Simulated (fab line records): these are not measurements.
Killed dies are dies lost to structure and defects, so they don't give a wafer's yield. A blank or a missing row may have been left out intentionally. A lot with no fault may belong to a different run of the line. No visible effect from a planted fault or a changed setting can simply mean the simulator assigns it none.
Commonality check across tools    flow sky130    Lots sampled 15, wafers sampled 45

== REASON FOR OPENING ==
Of 15 lots, 3 have the reading VT_ADJUST_NCORE_TW flagged at SKY_VT_ADJUST_NCORE_TW_MEAS_11. No-fault wafers: 219.9, standard deviation 1.4.
Rule: flag the lot when none of its wafers has a number, or when each of its wafers that has one lies beyond 4 standard deviations from that mean. All remaining lots are regarded as sound.

lot   measured      on             VT_ADJUST_NCORE_TW, wafer by wafer  flag
L491  day 8 07:26   film_metro-04  221.1 220.5 221.0                   
L492  day 8 18:46   film_metro-02  221.3 221.3 220.5                   
L493  day 9 04:53   film_metro-02  220.5 221.3 221.2                   
L495  day 10 00:43  film_metro-04  121.5 118.9 120.4                   FLAGGED
L496  day 10 09:37  film_metro-04  118.6 117.7 117.9                   FLAGGED
L497  day 10 13:53  film_metro-04  120.4 119.4 118.8                   FLAGGED
L503  day 11 19:56  film_metro-01  217.2 218.9 217.4                   
L505  day 12 08:50  film_metro-01  219.3 218.9 218.3                   
L508  day 13 05:02  film_metro-02  222.7 222.5 222.0                   
L509  day 13 17:43  film_metro-02  221.6 222.5 222.2                   
L510  day 14 00:17  film_metro-02  219.4 218.9 219.3                   
L511  day 14 09:23  film_metro-01  219.4 218.1 219.6                   
L512  day 14 18:26  film_metro-01  220.4 219.7 220.7                   
L513  day 14 20:26  film_metro-04  221.5 220.7 219.3                   
L514  day 15 03:24  film_metro-04  219.7 221.0 222.4                   
Average over the flagged lots: 119.3; offset from the usual -100.6, equal to -72 standard deviations.

== EACH LOT AND THE TOOL IT RAN ON ==
The record holds 1 process step before the reading, out of a route of 708 steps. Read each cell as the tool, then ch plus the chambers that the sampled wafers visited, then the start.
lot   flag     SKY_VT_ADJUST_NCORE_IMPLANT_09
L491           implanter-03 ch 0, day 8 07:12
L492           implanter-02 ch 0, day 8 18:31
L493           implanter-04 ch 0, day 9 04:38
L495  FLAGGED  implanter-04 ch 0, day 10 00:29
L496  FLAGGED  implanter-04 ch 0, day 10 09:22
L497  FLAGGED  implanter-04 ch 0, day 10 13:38
L503           implanter-02 ch 0, day 11 19:42
L505           implanter-03 ch 0, day 12 08:38
L508           implanter-02 ch 0, day 13 04:47
L509           implanter-04 ch 0, day 13 17:29
L510           implanter-04 ch 0, day 14 00:03
L511           implanter-04 ch 0, day 14 09:09
L512           implanter-02 ch 0, day 14 18:12
L513           implanter-04 ch 0, day 14 20:13
L514           implanter-04 ch 0, day 15 03:09
What is done by these steps:
- SKY_VT_ADJUST_NCORE_IMPLANT_09
- SKY_VT_ADJUST_NCORE_TW_MEAS_11

== FLAGGED OVER TOTAL, TOOL BY TOOL (the gauges that took the reading come last) ==
step                            tool           lots run  flagged  share of the flagged lots  sound lots run after its first flagged lot
SKY_VT_ADJUST_NCORE_IMPLANT_09  implanter-02   4         0        none                       -
SKY_VT_ADJUST_NCORE_IMPLANT_09  implanter-03   2         0        none                       -
SKY_VT_ADJUST_NCORE_IMPLANT_09  implanter-04   9         3        all                        5 (L509,L510,L511,L513,L514)
SKY_VT_ADJUST_NCORE_TW_MEAS_11  film_metro-01  4         0        none                       -
SKY_VT_ADJUST_NCORE_TW_MEAS_11  film_metro-02  5         0        none                       -
SKY_VT_ADJUST_NCORE_TW_MEAS_11  film_metro-04  6         3        all                        2 (L513,L514)

== WHAT IS ALLOWED BY THE TABLE ==
Rows of the table that ran all the flagged lots, 2 in number: implanter-04 at SKY_VT_ADJUST_NCORE_IMPLANT_09; film_metro-04 at SKY_VT_ADJUST_NCORE_TW_MEAS_11.
- implanter-04 at SKY_VT_ADJUST_NCORE_IMPLANT_09: 3 of its 9 lots flagged. After the first flagged lot (L509, L510, L511, L513, L514), sound lots still ran on it; a lasting fault on the whole tool would not permit that. Its own readings lie more than 4 standard deviations out on every wafer of the flagged lots: dose_ions_cm2, faraday_current_uA.
- film_metro-04 at SKY_VT_ADJUST_NCORE_TW_MEAS_11: 3 of its 6 lots flagged. After the first flagged lot (L513, L514), sound lots still ran on it; a lasting fault on the whole tool would not permit that.
There is no row in the table that ran each flagged lot and no sound lot after the first.

== WHAT WAS PUT IN BY THE SIMULATOR ==
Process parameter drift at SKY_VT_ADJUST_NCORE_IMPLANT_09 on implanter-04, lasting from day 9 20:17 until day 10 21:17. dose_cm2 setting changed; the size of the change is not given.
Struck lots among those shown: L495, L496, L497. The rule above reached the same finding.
